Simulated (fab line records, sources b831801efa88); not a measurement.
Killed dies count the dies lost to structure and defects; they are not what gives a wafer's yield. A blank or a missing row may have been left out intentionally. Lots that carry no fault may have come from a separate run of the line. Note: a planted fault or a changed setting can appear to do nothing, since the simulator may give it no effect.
The tool behind it: which one? :: flow sky130 :: 11 lots, 32 wafers sampled, at 5 steps of a route of 708

== WHAT EACH GAUGE READ, for each wafer ==
SKY_VIA3_OVL_MEAS_13.
lot: L337
measured: day 38 22:13
on: overlay-01
VIA3_OVL (nm): 4 -1 2

lot: L338
measured: day 39 09:45
on: overlay-01
VIA3_OVL (nm): 0 -3 -8

lot: L339
measured: day 39 17:10
on: overlay-02
VIA3_OVL (nm): -2 -3 -7

lot: L341
measured: day 40 15:39
on: overlay-02
VIA3_OVL (nm): 3 5 0

lot: L343
measured: day 41 01:47
on: overlay-02
VIA3_OVL (nm): 6 10 8

lot: L344
measured: day 41 13:49
on: overlay-02
VIA3_OVL (nm): 3 1 1

lot: L346
measured: day 42 03:07
on: overlay-02
VIA3_OVL (nm): 6 -2 3

lot: L349
measured: day 42 21:22
on: overlay-01
VIA3_OVL (nm): 8 2 7

lot: L351
measured: day 44 22:56
on: overlay-01
VIA3_OVL (nm): 1 -2

lot: L360
measured: day 46 08:03
on: overlay-02
VIA3_OVL (nm): -3 0 2

lot: L359
measured: day 46 13:32
on: overlay-02
VIA3_OVL (nm): -4 -5 -3

SKY_PASSIVATION_THK_MEAS_01.
lot: L337
measured: day 43 05:07
on: film-metro-02
PASSIVATION_CVD_00_THK (nm): 89.1 91.3 91.1

lot: L338
measured: day 43 16:03
on: film-metro-02
PASSIVATION_CVD_00_THK (nm): 88.1 90.5 89.5

lot: L339
measured: day 43 22:33
on: film-metro-02
PASSIVATION_CVD_00_THK (nm): 89.0 88.6 90.1

lot: L341
measured: day 44 18:53
on: film-metro-01
PASSIVATION_CVD_00_THK (nm): 90.0 90.1 90.3

lot: L343
measured: day 45 02:34
on: film-metro-03
PASSIVATION_CVD_00_THK (nm): 89.0 89.7 90.3

lot: L344
measured: day 45 11:09
on: film-metro-01
PASSIVATION_CVD_00_THK (nm): 88.4 91.4 91.3

lot: L346
measured: day 46 00:59
on: film-metro-03
PASSIVATION_CVD_00_THK (nm): 89.8 89.0 89.6

lot: L349
measured: day 46 18:37
on: film-metro-02
PASSIVATION_CVD_00_THK (nm): 88.0 88.3 89.5

lot: L351
measured: day 48 12:59
on: film-metro-01
PASSIVATION_CVD_00_THK (nm): 93.1 92.6

lot: L360
measured: day 49 16:45
on: film-metro-02
PASSIVATION_CVD_00_THK (nm): 88.7 89.4 89.8

lot: L359
measured: day 49 22:57
on: film-metro-03
PASSIVATION_CVD_00_THK (nm): 91.9 90.7 90.5

SKY_PASSIVATION_THK_MEAS_03.
lot: L337
measured: day 43 05:24
on: film-metro-01
PASSIVATION_CVD_02_THK (nm): 538 538 536

lot: L338
measured: day 43 16:20
on: film-metro-02
PASSIVATION_CVD_02_THK (nm): 533 536 547

lot: L339
measured: day 43 22:56
on: film-metro-02
PASSIVATION_CVD_02_THK (nm): 543 537 547

lot: L341
measured: day 44 19:10
on: film-metro-03
PASSIVATION_CVD_02_THK (nm): 532 536 547

lot: L343
measured: day 45 02:50
on: film-metro-03
PASSIVATION_CVD_02_THK (nm): 542 542 547

lot: L344
measured: day 45 11:26
on: film-metro-01
PASSIVATION_CVD_02_THK (nm): 539 540 541

lot: L346
measured: day 46 01:17
on: film-metro-02
PASSIVATION_CVD_02_THK (nm): 530 529 543

lot: L349
measured: day 46 18:53
on: film-metro-02
PASSIVATION_CVD_02_THK (nm): 529 530 536

lot: L351
measured: day 48 13:16
on: film-metro-03
PASSIVATION_CVD_02_THK (nm): 792 545 792 545

lot: L360
measured: day 49 17:02
on: film-metro-01
PASSIVATION_CVD_02_THK (nm): 531 533 549

lot: L359
measured: day 49 23:14
on: film-metro-01
PASSIVATION_CVD_02_THK (nm): 546 553 555

== WHICH TOOL RAN EACH LOT (tool, then ch and the chambers of the sampled wafers, then the start) ==
lot: L337
SKY_VIA3_ETCH_14: rie-diel-02 ch 0,1,2, day 38 22:14
SKY_PASSIVATION_CVD_02: pecvd-04 ch 1,2, day 43 05:10

lot: L338
SKY_VIA3_ETCH_14: rie-diel-02 ch 0,1,2, day 39 09:47
SKY_PASSIVATION_CVD_02: pecvd-04 ch 0,1,2, day 43 16:06

lot: L339
SKY_VIA3_ETCH_14: rie-diel-02 ch 0,1, day 39 17:11
SKY_PASSIVATION_CVD_02: pecvd-03 ch 0,2, day 43 22:42

lot: L341
SKY_VIA3_ETCH_14: rie-diel-04 ch 0,1,3, day 40 15:41
SKY_PASSIVATION_CVD_02: pecvd-04 ch 0,1,2, day 44 18:57

lot: L343
SKY_VIA3_ETCH_14: rie-diel-01 ch 0,1,2, day 41 01:50
SKY_PASSIVATION_CVD_02: pecvd-03 ch 1,2, day 45 02:37

lot: L344
SKY_VIA3_ETCH_14: rie-diel-04 ch 0,1,2, day 41 13:50
SKY_PASSIVATION_CVD_02: pecvd-01 ch 0,1, day 45 11:11

lot: L346
SKY_VIA3_ETCH_14: rie-diel-04 ch 1,2,3, day 42 03:08
SKY_PASSIVATION_CVD_02: pecvd-04 ch 0,1,2, day 46 01:02

lot: L349
SKY_VIA3_ETCH_14: rie-diel-02 ch 0,1,3, day 42 21:24
SKY_PASSIVATION_CVD_02: pecvd-03 ch 0,1,2, day 46 18:40

lot: L351
SKY_VIA3_ETCH_14: rie-diel-02 ch 2, day 44 22:57
SKY_PASSIVATION_CVD_02: pecvd-04 ch 1,2, day 48 13:08

lot: L360
SKY_VIA3_ETCH_14: rie-diel-01 ch 0,2, day 46 08:05
SKY_PASSIVATION_CVD_02: pecvd-01 ch 0,1,2, day 49 16:49

lot: L359
SKY_VIA3_ETCH_14: rie-diel-04 ch 0,2, day 46 13:33
SKY_PASSIVATION_CVD_02: pecvd-01 ch 1,2, day 49 22:59
- SKY_VIA3_ETCH_14: etches BARC in N2/H2, stops on SiO2, time 45.9 s, target depth 60 nm.
- SKY_PASSIVATION_CVD_02: deposits Si3N4, target thk 540 nm.

== AS READ BY THE TOOLS THEMSELVES (means over the sampled wafers that have a number; for cases with no such wafer, the mark the record gives instead) ==
SKY_VIA3_ETCH_14.
lot: L337
tool: rie-diel-02
chamber-pressure-mTorr (mTorr): 30.000
drypump-motor-current-A (A): 6.2
oes-product-au (a.u.): 0.854
throttle-valve-pct (%): 13.227

lot: L338
tool: rie-diel-02
chamber-pressure-mTorr (mTorr): 30.026
drypump-motor-current-A (A): 6.2
oes-product-au (a.u.): 0.852
throttle-valve-pct (%): 13.226

lot: L339
tool: rie-diel-02
chamber-pressure-mTorr (mTorr): 30.024
drypump-motor-current-A (A): 6.4
oes-product-au (a.u.): 0.858
throttle-valve-pct (%): 13.226

lot: L341
tool: rie-diel-04
chamber-pressure-mTorr (mTorr): 29.990
drypump-motor-current-A (A): 5.9
oes-product-au (a.u.): 0.856
throttle-valve-pct (%): 13.225

lot: L343
tool: rie-diel-01
chamber-pressure-mTorr (mTorr): 30.006
drypump-motor-current-A (A): 5.2
oes-product-au (a.u.): 0.853
throttle-valve-pct (%): 13.216

lot: L344
tool: rie-diel-04
chamber-pressure-mTorr (mTorr): 30.006
drypump-motor-current-A (A): 5.7
oes-product-au (a.u.): 0.855
throttle-valve-pct (%): 13.230

lot: L346
tool: rie-diel-04
chamber-pressure-mTorr (mTorr): 30.025
drypump-motor-current-A (A): 5.7
oes-product-au (a.u.): 0.855
throttle-valve-pct (%): 13.234

lot: L349
tool: rie-diel-02
chamber-pressure-mTorr (mTorr): 29.995
drypump-motor-current-A (A): 6.1
oes-product-au (a.u.): 0.859
throttle-valve-pct (%): 13.220

lot: L351
tool: rie-diel-02
chamber-pressure-mTorr (mTorr): 30.011
drypump-motor-current-A (A): 6.0
oes-product-au (a.u.): 0.854
throttle-valve-pct (%): 13.218

lot: L360
tool: rie-diel-01
chamber-pressure-mTorr (mTorr): 29.999
drypump-motor-current-A (A): 5.4
oes-product-au (a.u.): 0.856
throttle-valve-pct (%): 13.231

lot: L359
tool: rie-diel-04
chamber-pressure-mTorr (mTorr): 29.991
drypump-motor-current-A (A): 5.7
oes-product-au (a.u.): 0.852
throttle-valve-pct (%): 13.215

SKY_PASSIVATION_CVD_02.
lot: L337
tool: pecvd-04
heater-power-w (W): 744

lot: L338
tool: pecvd-04
heater-power-w (W): 789

lot: L339
tool: pecvd-03
heater-power-w (W): 712

lot: L341
tool: pecvd-04
heater-power-w (W): 802

lot: L343
tool: pecvd-03
heater-power-w (W): 750

lot: L344
tool: pecvd-01
heater-power-w (W): 702

lot: L346
tool: pecvd-04
heater-power-w (W): 782

lot: L349
tool: pecvd-03
heater-power-w (W): 685

lot: L351
tool: pecvd-04
heater-power-w (W): 688

lot: L360
tool: pecvd-01
heater-power-w (W): 728

lot: L359
tool: pecvd-01
heater-power-w (W): 683

== THE ANSWER, worked out from the rows above alone ==
Rule: what is usual is taken from the lots themselves. The widest of any qualifying gaps counts: lots, ordered by their means at a reading, are off when they make up no more than a third of the lots, leave a main group of 4 or more, and stand apart from it by 3 or more times the standard deviation of that group's means. The tables above print the reading to a certain number of digits; a main group whose means all agree to those digits is not used. A lot without any number at a reading at which 4 lots or more have one is off too. All remaining lots with rows at the step are treated as sound. After the gauges, taken in route order, come the tools' own readings; for these a lot's mean is taken, as printed above. The first step at which some lot is off is used, and at that step the reading that is off furthest; a lot without a number counts as furthest.
Off: L351, at SKY_PASSIVATION_THK_MEAS_03 (PASSIVATION_CVD_02_THK). The main group: mean 540 nm, standard deviation 5.2.
A tool fits if, at a process step before that reading, it ran every lot that is off, and no sound lot after the first of them. The gauges at SKY_PASSIVATION_THK_MEAS_03 are tried like those tools. Can't be told from this: 3 tools fit, rie-diel-02 at SKY_VIA3_ETCH_14, pecvd-04 at SKY_PASSIVATION_CVD_02, film-metro-03 at SKY_PASSIVATION_THK_MEAS_03.

== WHAT HAD BEEN PUT IN BY THE SIMULATOR ==
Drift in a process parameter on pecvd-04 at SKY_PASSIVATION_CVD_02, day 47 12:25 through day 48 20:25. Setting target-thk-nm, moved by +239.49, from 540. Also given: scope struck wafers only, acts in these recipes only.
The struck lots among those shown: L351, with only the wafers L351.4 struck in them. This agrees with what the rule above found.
